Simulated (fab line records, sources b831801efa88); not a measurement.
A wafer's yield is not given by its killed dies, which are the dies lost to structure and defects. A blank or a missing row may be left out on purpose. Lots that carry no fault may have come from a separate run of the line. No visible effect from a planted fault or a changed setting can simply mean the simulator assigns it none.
fab line records ; flow sky130 ; part 1 of 2: steps 1 to 26 of 37
record: lots: 5; wafers: 15; last_day: 50
route steps=708 shown METAL4@638 VIA4@639 METAL5@661
lots that met no fault: taken from a fault-free run of the same line
start_h: hours from the record's opening day to when the first of the lot's shown wafers began ; wait_h: hours elapsed since this lot's preceding step ; " as in the row above ; L1.1+2: a row that stands for several wafers ; - either no value or no given start ; * or withheld: withheld ; < > ~ a bound
route shown NAME@n: a module of which the file shows steps, and the number in the route of the first ; usual: average and standard deviation across the fault-free wafers ; same: alike in all rows ; chamber/n: place in a boat ; sites: readings site by site ; _std_site: standard deviation of those values ; _edge_site: outer sites' mean less inner sites' ; radius_mm: how far each site lies from the wafer's centre ; mask NAME#n: copy n ; behind: tool/chamber where the wafer was last shaped ; hold: cause of the lot's hold/its duration in hours/its outcome ; device: the transistor (n, p or np) that didn't switch ; end of line: the route-end tests of the same wafers ; a step with no rows: only its recipe ; killed: dies that structure and defects cost at the first sort, which is not the same as the wafer's yield ; map: shows each die of a wafer: x if killed, . if not, _ if none is there
set.NAME: the setting as run; set.NAME@STEP: as run at that earlier step ; model.NAME: the simulator's own value behind a step, which no gauge read
a table for each step, a row for each wafer; lots at some steps of the route
services: from which hour (start_h, from the record's first day; less than 0 if before it) a tool's chamber was out of use, for how many hours, and why
== steps ==
step: SKY_METAL4_CLEAN_22
recipe: chemistry: O3/DIW; dry: n2_spin
lot.wafer;tool;chamber;start_h;wait_h
L074.2+3+5;wet_bench-01;2;973.76;0.0
L075.1+2+4;wet_bench-03;1;986.36;0.0
L080.2+3+4;wet_bench-01;2;1018.65;0.0
L091.1+2+3;wet_bench-04;1;1089.04;0.0
L097.1+4+5;wet_bench-01;0;1123.60;0.0
step: SKY_VIA4_HDPCVD_00
recipe: material: SiO2; target_thk_nm: 1750; sigma_open_frac: 0.3; time_s: 291.7; temp_c: 400; sih4_flow_sccm: 60; pressure_mtorr: 6
lot.wafer;tool;chamber;start_h;wait_h
L074.2+3+5;hdpcvd-01;0,2,1;973.85;0.0
L075.1+2+4;hdpcvd-01;0,1,2;986.45;0.0
L080.2+3+4;hdpcvd-01;0,2,2;1018.74;0.0
L091.1+2+3;hdpcvd-02;0,1,2;1089.14;0.0
L097.1+4+5;hdpcvd-02;1,2,1;1123.69;0.0
step: SKY_VIA4_THK_MEAS_01
recipe: reads: SiO2_of_VIA4_HDPCVD_00
usual: VIA4_HDPCVD_THK: 1747/15
lot.wafer;tool;chamber;start_h;wait_h;VIA4_HDPCVD_THK[nm]
L074.2;film_metro-04;-;974.04;0.1;1741
L074.3;film_metro-04;-;974.04;0.1;1752
L074.5;film_metro-04;-;974.04;0.1;1752
L075.1;film_metro-02;-;986.63;0.1;1756
L075.2;film_metro-02;-;986.63;0.1;1765
L075.4;film_metro-02;-;986.63;0.1;1746
L080.2;film_metro-01;-;1018.93;0.1;1733
L080.3;film_metro-01;-;1018.93;0.1;1728
L080.4;film_metro-01;-;1018.93;0.1;1724
L091.1;film_metro-04;-;1089.32;0.1;1736
L091.2;film_metro-04;-;1089.32;0.1;1737
L091.3;film_metro-04;-;1089.32;0.1;1746
L097.1;film_metro-04;-;1123.87;0.1;1744
L097.4;film_metro-04;-;1123.87;0.1;1756
L097.5;film_metro-04;-;1123.87;0.1;1724
step: SKY_VIA4_CMP_02
recipe: material: SiO2; down_force_psi: 4; platen_rpm: 60; pad_velocity_m_s: 0.94248
usual: head_pressure_psi: 4.000/0.009; motor_current_A: 12.5/1.1
lot.wafer;tool;chamber;start_h;wait_h;head_pressure_psi;motor_current_A
L074.2;cmp-02;0;974.09;0.0;3.991;11.4
L074.3;cmp-02;3;974.09;0.0;3.998;11.8
L074.5;cmp-02;1;974.09;0.0;3.994;11.9
L075.1;cmp-02;2;986.69;0.1;4.005;13.5
L075.4;cmp-02;0;986.69;0.1;3.993;11.4
L075.2;cmp-02;1;986.69;0.1;3.981;12.1
L080.3;cmp-02;3;1018.98;0.0;4.009;12.4
L080.4;cmp-02;0;1018.98;0.0;3.995;11.3
L080.2;cmp-02;1;1018.98;0.0;4.017;11.7
L091.3;cmp-01;0;1089.44;0.1;3.983;13.4
L091.2;cmp-01;1;1089.44;0.1;3.988;11.7
L091.1;cmp-01;2;1089.44;0.1;3.988;15.5
L097.4;cmp-02;3;1123.98;0.1;4.004;12.0
L097.1;cmp-02;0;1123.98;0.1;3.998;10.9
L097.5;cmp-02;3;1123.98;0.1;4.001;11.6
step: SKY_VIA4_BOW_MEAS_03
recipe: mode: bow
usual: VIA4_BOW: 76/8.5
lot.wafer;tool;chamber;start_h;wait_h;VIA4_BOW[um]
L074.2;film_metro-01;-;974.41;0.3;76
L074.3;film_metro-01;-;974.41;0.3;90
L074.5;film_metro-01;-;974.41;0.3;90
L075.1;film_metro-01;-;986.99;0.2;80
L075.2;film_metro-01;-;986.99;0.2;71
L075.4;film_metro-01;-;986.99;0.2;59
L080.2;film_metro-01;-;1019.30;0.2;78
L080.3;film_metro-01;-;1019.30;0.2;84
L080.4;film_metro-01;-;1019.30;0.2;63
L091.1;film_metro-04;-;1089.74;0.1;83
L091.2;film_metro-04;-;1089.74;0.1;69
L091.3;film_metro-04;-;1089.74;0.1;74
L097.1;film_metro-04;-;1124.28;0.2;75
L097.4;film_metro-04;-;1124.28;0.2;81
L097.5;film_metro-04;-;1124.28;0.2;84
step: SKY_VIA4_DEHYDRATE_04
recipe: temp_c: 200; time_s: 60
usual: exhaust_pa: 44.9/0.75
lot.wafer;tool;chamber;start_h;wait_h;exhaust_pa
L074.2;litho_track-04;0;986.40;12.0;45.1
L074.3;litho_track-04;0;986.40;12.0;44.8
L074.5;litho_track-04;0;986.40;12.0;44.2
L075.1;litho_track-04;0;998.17;11.2;44.8
L075.2;litho_track-04;0;998.17;11.2;44.7
L075.4;litho_track-04;0;998.17;11.2;44.4
L080.2;litho_track-04;0;1030.05;10.7;44.1
L080.3;litho_track-04;0;1030.05;10.7;44.9
L080.4;litho_track-04;0;1030.05;10.7;44.9
L091.1;litho_track-04;0;1099.52;9.8;45.4
L091.2;litho_track-04;0;1099.52;9.8;44.6
L091.3;litho_track-04;0;1099.52;9.8;45.9
L097.1;litho_track-01;0;1132.87;8.6;44.1
L097.4;litho_track-01;0;1132.87;8.6;43.9
L097.5;litho_track-01;0;1132.87;8.6;44.7
step: SKY_VIA4_HMDS_05
recipe: prime_time_s: 60; prime_temp_c: 120
usual: exhaust_pa: 45.3/1
lot.wafer;tool;chamber;start_h;wait_h;exhaust_pa
L074.2;litho_track-04;0;986.55;0.1;44.1
L074.3;litho_track-04;0;986.55;0.1;43.0
L074.5;litho_track-04;0;986.55;0.1;44.5
L075.1;litho_track-04;0;998.32;0.1;47.2
L075.2;litho_track-04;0;998.32;0.1;46.6
L075.4;litho_track-04;0;998.32;0.1;47.6
L080.2;litho_track-04;0;1030.20;0.1;45.8
L080.3;litho_track-04;0;1030.20;0.1;44.5
L080.4;litho_track-04;0;1030.20;0.1;44.9
L091.1;litho_track-04;0;1099.67;0.1;46.3
L091.2;litho_track-04;0;1099.67;0.1;44.2
L091.3;litho_track-04;0;1099.67;0.1;45.6
L097.1;litho_track-01;0;1133.02;0.1;44.6
L097.4;litho_track-01;0;1133.02;0.1;44.1
L097.5;litho_track-01;0;1133.02;0.1;46.0
step: SKY_VIA4_COAT_06
recipe: resist: NOVOLAK; spin_rpm: 3000; resist_thk_nm: 1140
usual: exhaust_pa: 45.1/0.86
lot.wafer;tool;chamber;start_h;wait_h;exhaust_pa
L074.2;litho_track-04;0;986.70;0.1;44.6
L074.3;litho_track-04;0;986.70;0.1;45.8
L074.5;litho_track-04;0;986.70;0.1;43.7
L075.1;litho_track-04;0;998.47;0.1;44.2
L075.2;litho_track-04;0;998.47;0.1;44.6
L075.4;litho_track-04;0;998.47;0.1;44.1
L080.2;litho_track-04;0;1030.35;0.1;43.5
L080.3;litho_track-04;0;1030.35;0.1;44.6
L080.4;litho_track-04;0;1030.35;0.1;44.2
L091.1;litho_track-04;0;1099.82;0.1;45.3
L091.2;litho_track-04;0;1099.82;0.1;44.7
L091.3;litho_track-04;0;1099.82;0.1;46.7
L097.1;litho_track-01;0;1133.17;0.1;45.2
L097.4;litho_track-01;0;1133.17;0.1;44.5
L097.5;litho_track-01;0;1133.17;0.1;43.5
step: SKY_VIA4_SOFTBAKE_07
recipe: temp_c: 90; time_s: 60; resist: NOVOLAK
usual: exhaust_pa: 44.9/1
lot.wafer;tool;chamber;start_h;wait_h;exhaust_pa
L074.2;litho_track-04;0;986.85;0.1;45.2
L074.3;litho_track-04;0;986.85;0.1;46.0
L074.5;litho_track-04;0;986.85;0.1;44.7
L075.1;litho_track-04;0;998.62;0.1;45.5
L075.2;litho_track-04;0;998.62;0.1;44.4
L075.4;litho_track-04;0;998.62;0.1;46.1
L080.2;litho_track-04;0;1030.50;0.1;45.0
L080.3;litho_track-04;0;1030.50;0.1;43.6
L080.4;litho_track-04;0;1030.50;0.1;44.4
L091.1;litho_track-04;0;1099.97;0.1;43.4
L091.2;litho_track-04;0;1099.97;0.1;44.4
L091.3;litho_track-04;0;1099.97;0.1;44.3
L097.1;litho_track-01;0;1133.32;0.1;47.1
L097.4;litho_track-01;0;1133.32;0.1;44.7
L097.5;litho_track-01;0;1133.32;0.1;44.3
step: SKY_VIA4_EXPOSE_08
recipe: mask_id: VIM4; na: 0.6; source_shape: conventional; sigma_outer: 0.6; polarization: unpolarized; target_cd_nm: 800; dose_mj: 132
lot.wafer;tool;chamber;start_h;wait_h;mask
L074.2+3+5;iline_stepper-01;0;-;-;VIM4#0
L075.1+2+4;iline_stepper-02;0;-;-;VIM4#0
L080.2+3+4;iline_stepper-02;0;-;-;VIM4#0
L091.1+2+3;iline_stepper-02;0;-;-;VIM4#0
L097.1+4+5;iline_stepper-02;0;-;-;VIM4#0
step: SKY_VIA4_PEB_09
recipe: temp_c: withheld; time_s: *; resist: NOVOLAK
usual: exhaust_pa: 45.2/0.86
lot.wafer;tool;chamber;start_h;wait_h;exhaust_pa
L074.2;litho_track-04;0;-;-;45.3
L074.3;litho_track-04;0;-;-;45.7
L074.5;litho_track-04;0;-;-;46.5
L075.1;litho_track-03;0;-;-;43.6
L075.2;litho_track-03;0;-;-;43.5
L075.4;litho_track-03;0;-;-;44.2
L080.2;litho_track-01;0;-;-;45.7
L080.3;litho_track-01;0;-;-;45.8
L080.4;litho_track-01;0;-;-;46.5
L091.1;litho_track-01;0;-;-;44.3
L091.2;litho_track-01;0;-;-;45.2
L091.3;litho_track-01;0;-;-;46.5
L097.1;litho_track-03;0;-;-;44.9
L097.4;litho_track-03;0;-;-;46.2
L097.5;litho_track-03;0;-;-;46.1
step: SKY_VIA4_DEVELOP_10
recipe: resist: NOVOLAK; developer: TMAH; develop_time_s: 60; dev_temp_c: 23
usual: exhaust_pa: 45.1/0.99
lot.wafer;tool;chamber;start_h;wait_h;exhaust_pa
L074.2;litho_track-04;0;998.05;0.1;44.8
L074.3;litho_track-04;0;998.05;0.1;44.4
L074.5;litho_track-04;0;998.05;0.1;44.4
L075.1;litho_track-03;0;1010.56;0.1;46.3
L075.2;litho_track-03;0;1010.56;0.1;44.6
L075.4;litho_track-03;0;1010.56;0.1;45.9
L080.2;litho_track-01;0;1041.39;0.1;47.1
L080.3;litho_track-01;0;1041.39;0.1;47.9
L080.4;litho_track-01;0;1041.39;0.1;47.5
L091.1;litho_track-01;0;1110.22;0.1;46.1
L091.2;litho_track-01;0;1110.22;0.1;46.8
L091.3;litho_track-01;0;1110.22;0.1;45.9
L097.1;litho_track-03;0;1142.51;0.1;44.9
L097.4;litho_track-03;0;1142.51;0.1;44.2
L097.5;litho_track-03;0;1142.51;0.1;44.2
step: SKY_VIA4_OVL_MEAS_11
usual: VIA4_OVL: 0.2/1.4
lot.wafer;tool;chamber;start_h;wait_h;VIA4_OVL[nm]
L074.2;overlay-01;-;998.18;0.1;-0.2
L074.3;overlay-01;-;998.18;0.1;-0.3
L074.5;overlay-01;-;998.18;0.1;0.2
L075.1;overlay-01;-;1010.71;0.1;-1.8
L075.2;overlay-01;-;1010.71;0.1;-1.0
L075.4;overlay-01;-;1010.71;0.1;-1.5
L080.2;overlay-02;-;1041.52;0.1;-0.3
L080.3;overlay-02;-;1041.52;0.1;0.4
L080.4;overlay-02;-;1041.52;0.1;-1.4
L091.1;overlay-01;-;1110.37;0.1;-1.1
L091.2;overlay-01;-;1110.37;0.1;-0.9
L091.3;overlay-01;-;1110.37;0.1;-1.2
L097.1;overlay-02;-;1142.66;0.1;-0.9
L097.4;overlay-02;-;1142.66;0.1;-2.2
L097.5;overlay-02;-;1142.66;0.1;-0.1
step: SKY_VIA4_ETCH_12
recipe: target: SiO2; chemistry: C4F8/O2/Ar; stop_on: TiN; mask_material: NOVOLAK; source_w: 1500; bias_w: 1200; pressure_mtorr: 40; c4f8_flow_sccm: withheld; O2_flow_sccm: 6; Ar_flow_sccm: 300; time_s: withheld; target_depth_a: 5800
usual: bias_w: 1200/3.5; oes_product_au: 0.925/0.0042
lot.wafer;tool;chamber;start_h;wait_h;bias_w;oes_product_au
L074.2;rie_diel-02;3;998.21;0.0;1199;0.923
L074.3;rie_diel-02;2;998.21;0.0;1202;0.930
L074.5;rie_diel-02;0;998.21;0.0;1191;0.926
L075.1;rie_diel-03;2;1010.75;0.0;1201;0.918
L075.2;rie_diel-03;0;1010.75;0.0;1201;0.922
L075.4;rie_diel-03;1;1010.75;0.0;1205;0.923
L080.2;rie_diel-04;2;1041.55;0.0;1198;0.921
L080.3;rie_diel-04;3;1041.55;0.0;1198;0.923
L080.4;rie_diel-04;0;1041.55;0.0;1201;0.929
L091.1;rie_diel-03;2;1110.40;0.0;1194;0.927
L091.2;rie_diel-03;0;1110.40;0.0;1202;0.923
L091.3;rie_diel-03;1;1110.40;0.0;1198;0.933
L097.1;rie_diel-03;2;1142.70;0.0;1198;0.925
L097.4;rie_diel-03;2;1142.70;0.0;1200;0.926
L097.5;rie_diel-03;1;1142.70;0.0;1199;0.925
step: SKY_VIA4_STRIP_13
recipe: chemistry: O2/N2; power_w: 1400; pressure_mtorr: 1500; platen_temp_c: withheld; o2_flow_sccm: 3000; n2_flow_sccm: 300; overash_fraction: 0.5
usual: drypump_motor_current_A: 5.7/0.35; n2_flow_sccm: 300.1/0.83; oes_product_au: 0.709/0.0044; strip_time_to_endpoint_s: 12.808/0.029
lot.wafer;tool;chamber;start_h;wait_h;drypump_motor_current_A;n2_flow_sccm;oes_product_au;rf_hours_counter_h;strip_time_to_endpoint_s
L074.2;plasma_asher-01;1;998.28;-;5.9;299.0;0.721;90;12.768
L074.3;plasma_asher-01;0;998.28;-;5.9;300.6;0.715;-;12.832
L074.5;plasma_asher-01;0;998.28;-;6.0;299.6;0.713;-;12.772
L075.1;plasma_asher-03;1;1010.82;-;5.7;298.6;0.707;56;12.811
L075.2;plasma_asher-03;0;1010.82;-;6.0;299.6;0.713;56;12.779
L075.4;plasma_asher-03;1;1010.82;-;5.7;300.2;0.703;-;12.806
L080.2;plasma_asher-03;0;1041.63;-;6.0;299.3;0.701;60;12.856
L080.3;plasma_asher-03;1;1041.63;-;5.6;300.0;0.711;-;12.820
L080.4;plasma_asher-03;0;1041.63;-;6.0;300.0;0.712;-;12.834
L091.1;plasma_asher-03;0;1110.48;-;6.0;299.8;0.701;66;12.827
L091.2;plasma_asher-03;1;1110.48;-;5.6;301.2;0.706;66;12.813
L091.3;plasma_asher-03;0;1110.48;-;6.0;300.8;0.708;-;12.859
L097.1;plasma_asher-01;0;1142.77;-;5.9;300.0;0.708;104;12.817
L097.4;plasma_asher-01;1;1142.77;-;5.9;301.5;0.706;-;12.771
L097.5;plasma_asher-01;1;1142.77;-;5.9;299.2;0.702;-;12.823
step: SKY_VIA4_STRIP_14
recipe: chemistry: post_etch_residue_remover; time_s: 1200; temp_c: 72.5
usual: bath_guard_temp_C: 72.2/0.65
lot.wafer;tool;chamber;start_h;wait_h;bath_guard_temp_C
L074.2;wet_bench-03;0;998.38;0.1;71.1
L074.3;wet_bench-03;0;998.38;0.1;71.2
L074.5;wet_bench-03;0;998.38;0.1;71.0
L075.1;wet_bench-01;1;1010.92;0.1;72.8
L075.2;wet_bench-01;1;1010.92;0.1;72.5
L075.4;wet_bench-01;1;1010.92;0.1;72.5
L080.2;wet_bench-03;0;1041.79;0.1;71.3
L080.3;wet_bench-03;0;1041.79;0.1;71.2
L080.4;wet_bench-03;0;1041.79;0.1;71.1
L091.1;wet_bench-03;0;1110.58;0.1;71.2
L091.2;wet_bench-03;0;1110.58;0.1;71.1
L091.3;wet_bench-03;0;1110.58;0.1;71.1
L097.1;wet_bench-01;1;1142.87;0.1;72.7
L097.4;wet_bench-01;1;1142.87;0.1;72.9
L097.5;wet_bench-01;1;1142.87;0.1;72.8
step: SKY_VIA4_CLEAN_15
recipe: chemistry: IPA; time_s: 180; temp_c: 25
lot.wafer;tool;chamber;start_h;wait_h
L074.2+3+5;wet_bench-03;3;998.72;0.0
L075.1+2+4;wet_bench-03;0;1011.26;0.0
L080.2+3+4;wet_bench-03;1;1042.13;0.0
L091.1+2+3;wet_bench-02;1;1110.92;0.0
L097.1+4+5;wet_bench-02;0;1143.25;0.0
step: SKY_VIA4_CLEAN_16
recipe: chemistry: O3/DIW; dry: n2_spin
lot.wafer;tool;chamber;start_h;wait_h
L074.2+3+5;wet_bench-01;2;998.78;0.0
L075.1+2+4;wet_bench-03;3;1011.32;0.0
L080.2+3+4;wet_bench-01;2;1042.19;0.0
L091.1+2+3;wet_bench-01;2;1110.98;0.0
L097.1+4+5;wet_bench-01;3;1143.31;0.0
step: SKY_VIA4_SPUTTER_17
recipe: material: TiN; target_thk_nm: 20; chamber_pressure_pa: 5; power_w: 4000; time_s: 80
usual: throttle_valve_pct: 29.9/1
lot.wafer;tool;chamber;start_h;wait_h;throttle_valve_pct
L074.2;pvd_sputter-04;-;998.87;0.0;30.6
L074.3;pvd_sputter-04;-;998.87;0.0;32.3
L074.5;pvd_sputter-04;-;998.87;0.0;31.9
L075.1;pvd_sputter-04;-;1011.41;0.0;29.8
L075.2;pvd_sputter-04;-;1011.41;0.0;30.6
L075.4;pvd_sputter-04;-;1011.41;0.0;30.0
L080.2;pvd_sputter-01;-;1042.28;0.0;31.5
L080.3;pvd_sputter-01;-;1042.28;0.0;29.4
L080.4;pvd_sputter-01;-;1042.28;0.0;30.3
L091.1;pvd_sputter-03;-;1111.07;0.0;28.3
L091.2;pvd_sputter-03;-;1111.07;0.0;29.8
L091.3;pvd_sputter-03;-;1111.07;0.0;29.2
L097.1;pvd_sputter-01;-;1143.41;0.0;29.7
L097.4;pvd_sputter-01;-;1143.41;0.0;29.9
L097.5;pvd_sputter-01;-;1143.41;0.0;30.0
step: SKY_VIA4_CVD_18
recipe: material: W; target_thk_nm: 505; time_s: 152.14; temp_c: 400; pressure_torr: 40
usual: heater_power_w: 821/62
lot.wafer;tool;chamber;start_h;wait_h;heater_power_w
L074.2;cvd_w-02;0;998.93;0.0;855
L074.3;cvd_w-02;1;998.93;0.0;853
L074.5;cvd_w-02;0;998.93;0.0;818
L075.1;cvd_w-02;0;1011.48;0.0;835
L075.2;cvd_w-02;1;1011.48;0.0;862
L075.4;cvd_w-02;1;1011.48;0.0;854
L080.2;cvd_w-01;0;1042.34;0.0;715
L080.3;cvd_w-01;1;1042.34;0.0;864
L080.4;cvd_w-01;0;1042.34;0.0;718
L091.1;cvd_w-01;1;1111.14;0.0;863
L091.2;cvd_w-01;0;1111.14;0.0;704
L091.3;cvd_w-01;0;1111.14;0.0;722
L097.1;cvd_w-01;1;1143.47;0.0;865
L097.4;cvd_w-01;0;1143.47;0.0;706
L097.5;cvd_w-01;1;1143.47;0.0;869
step: SKY_VIA4_RS_MEAS_19
recipe: thk_meas_gauge: four-point-probe; reads: W_of_VIA4_CVD_18+TiN_of_VIA4_SPUTTER_17
usual: VIA4_W_RS: 0.2257/0.0025
lot.wafer;tool;chamber;start_h;wait_h;VIA4_W_RS[ohm/sq]
L074.2;film_metro-01;-;999.11;0.1;0.2245
L074.3;film_metro-01;-;999.11;0.1;0.2274
L074.5;film_metro-01;-;999.11;0.1;0.2250
L075.1;film_metro-02;-;1011.63;0.1;0.2256
L075.2;film_metro-02;-;1011.63;0.1;0.2254
L075.4;film_metro-02;-;1011.63;0.1;0.2269
L080.2;film_metro-02;-;1042.52;0.1;0.2258
L080.3;film_metro-02;-;1042.52;0.1;0.2282
L080.4;film_metro-02;-;1042.52;0.1;0.2273
L091.1;film_metro-01;-;1111.29;0.1;0.2245
L091.2;film_metro-01;-;1111.29;0.1;0.2231
L091.3;film_metro-01;-;1111.29;0.1;0.2224
L097.1;film_metro-01;-;1143.62;0.1;0.2305
L097.4;film_metro-01;-;1143.62;0.1;0.2253
L097.5;film_metro-01;-;1143.62;0.1;0.2294
step: SKY_VIA4_THK_MEAS_20
recipe: thk_meas_gauge: xrf; reads: W_of_VIA4_CVD_18
usual: VIA4_W_THK: 500/6.1
lot.wafer;tool;chamber;start_h;wait_h;VIA4_W_THK[nm]
L074.2;film_metro-01;-;999.22;0.1;506
L074.3;film_metro-01;-;999.22;0.1;501
L074.5;film_metro-01;-;999.22;0.1;506
L075.1;film_metro-02;-;1011.75;0.1;498
L075.2;film_metro-02;-;1011.75;0.1;497
L075.4;film_metro-02;-;1011.75;0.1;495
L080.2;film_metro-02;-;1042.63;0.1;498
L080.3;film_metro-02;-;1042.63;0.1;491
L080.4;film_metro-02;-;1042.63;0.1;495
L091.1;film_metro-01;-;1111.41;0.1;504
L091.2;film_metro-01;-;1111.41;0.1;509
L091.3;film_metro-01;-;1111.41;0.1;510
L097.1;film_metro-01;-;1143.74;0.1;497
L097.4;film_metro-01;-;1143.74;0.1;505
L097.5;film_metro-01;-;1143.74;0.1;498
step: SKY_VIA4_CMP_21
recipe: stop_on: SiO2; t_overpolish_s: 25; down_force_psi: 3.5; platen_rpm: 60; target_thk_nm: 0; pad_velocity_m_s: 0.94248
usual: head_pressure_psi: 3.501/0.0081; motor_current_A: 11.6/1.1; overpolish_run_s: 25.000/0.0086; time_to_endpoint_s: 122/4.2
lot.wafer;tool;chamber;start_h;wait_h;head_pressure_psi;motor_current_A;overpolish_run_s;time_to_endpoint_s
L074.3;cmp-01;2;999.28;0.0;3.505;13.5;25.006;122
L074.2;cmp-01;0;999.28;0.0;3.506;12.4;25.003;132
L074.5;cmp-01;2;999.28;0.0;3.502;13.6;24.991;120
L075.4;cmp-02;0;1011.81;0.0;3.510;10.3;25.008;117
L075.1;cmp-02;1;1011.81;0.0;3.498;11.8;24.979;119
L075.2;cmp-02;2;1011.81;0.0;3.502;12.2;25.013;117
L080.4;cmp-02;2;1042.73;0.1;3.495;12.6;25.005;116
L080.2;cmp-02;3;1042.73;0.1;3.505;10.6;24.992;121
L080.3;cmp-02;0;1042.73;0.1;3.498;10.1;24.995;114
L091.1;cmp-02;2;1111.52;0.1;3.507;12.7;25.001;123
L091.3;cmp-02;3;1111.52;0.1;3.500;11.3;25.014;127
L091.2;cmp-02;0;1111.52;0.1;3.492;10.4;25.008;123
L097.4;cmp-01;1;1143.80;0.0;3.497;10.8;24.999;121
L097.1;cmp-01;2;1143.80;0.0;3.503;13.6;25.002;117
L097.5;cmp-01;1;1143.80;0.0;3.496;10.0;25.010;120
step: SKY_METAL5_SPUTTER_00
recipe: material: Ti; target_thk_nm: 15; power_w: 3000; time_s: 10; chamber_pressure_pa: 0.4
usual: throttle_valve_pct: 30.0/0.95
lot.wafer;tool;chamber;start_h;wait_h;throttle_valve_pct
L074.2;pvd_sputter-03;-;999.58;0.1;28.9
L074.3;pvd_sputter-03;-;999.58;0.1;29.4
L074.5;pvd_sputter-03;-;999.58;0.1;29.2
L075.1;pvd_sputter-02;-;1012.11;0.2;29.5
L075.2;pvd_sputter-02;-;1012.11;0.2;29.2
L075.4;pvd_sputter-02;-;1012.11;0.2;31.9
L080.2;pvd_sputter-02;-;1042.98;0.1;29.3
L080.3;pvd_sputter-02;-;1042.98;0.1;29.4
L080.4;pvd_sputter-02;-;1042.98;0.1;32.2
L091.1;pvd_sputter-02;-;1111.77;0.2;32.0
L091.2;pvd_sputter-02;-;1111.77;0.2;29.2
L091.3;pvd_sputter-02;-;1111.77;0.2;29.4
L097.1;pvd_sputter-01;-;1144.10;0.2;31.3
L097.4;pvd_sputter-01;-;1144.10;0.2;30.3
L097.5;pvd_sputter-01;-;1144.10;0.2;30.3
step: SKY_METAL5_SPUTTER_01
recipe: material: TiN; target_thk_nm: 20; power_w: 6500; time_s: 16.7; chamber_pressure_pa: 0.4
usual: throttle_valve_pct: 29.9/0.97
lot.wafer;tool;chamber;start_h;wait_h;throttle_valve_pct
L074.2;pvd_sputter-03;-;999.60;0.0;29.0
L074.3;pvd_sputter-03;-;999.60;0.0;29.6
L074.5;pvd_sputter-03;-;999.60;0.0;29.2
L075.1;pvd_sputter-02;-;1012.13;0.0;29.4
L075.2;pvd_sputter-02;-;1012.13;0.0;29.1
L075.4;pvd_sputter-02;-;1012.13;0.0;32.1
L080.2;pvd_sputter-02;-;1043.00;0.0;29.4
L080.3;pvd_sputter-02;-;1043.00;0.0;29.4
L080.4;pvd_sputter-02;-;1043.00;0.0;31.9
L091.1;pvd_sputter-02;-;1111.79;0.0;32.0
L091.2;pvd_sputter-02;-;1111.79;0.0;29.5
L091.3;pvd_sputter-02;-;1111.79;0.0;29.3
L097.1;pvd_sputter-01;-;1144.13;0.0;31.6
L097.4;pvd_sputter-01;-;1144.13;0.0;30.5
L097.5;pvd_sputter-01;-;1144.13;0.0;30.2
step: SKY_METAL5_SPUTTER_02
recipe: material: AlCu; target_thk_nm: 1150; power_w: 10600; time_s: 61.2; chamber_pressure_pa: 0.4
usual: throttle_valve_pct: 29.9/0.98
lot.wafer;tool;chamber;start_h;wait_h;throttle_valve_pct
L074.2;pvd_sputter-03;-;999.63;0.0;29.1
L074.3;pvd_sputter-03;-;999.63;0.0;29.5
L074.5;pvd_sputter-03;-;999.63;0.0;29.1
L075.1;pvd_sputter-02;-;1012.16;0.0;29.2
L075.2;pvd_sputter-02;-;1012.16;0.0;29.5
L075.4;pvd_sputter-02;-;1012.16;0.0;32.1
L080.2;pvd_sputter-02;-;1043.02;0.0;29.3
L080.3;pvd_sputter-02;-;1043.02;0.0;29.6
L080.4;pvd_sputter-02;-;1043.02;0.0;31.7
L091.1;pvd_sputter-02;-;1111.82;0.0;32.0
L091.2;pvd_sputter-02;-;1111.82;0.0;29.3
L091.3;pvd_sputter-02;-;1111.82;0.0;29.6
L097.1;pvd_sputter-01;-;1144.15;0.0;32.0
L097.4;pvd_sputter-01;-;1144.15;0.0;30.1
L097.5;pvd_sputter-01;-;1144.15;0.0;29.9
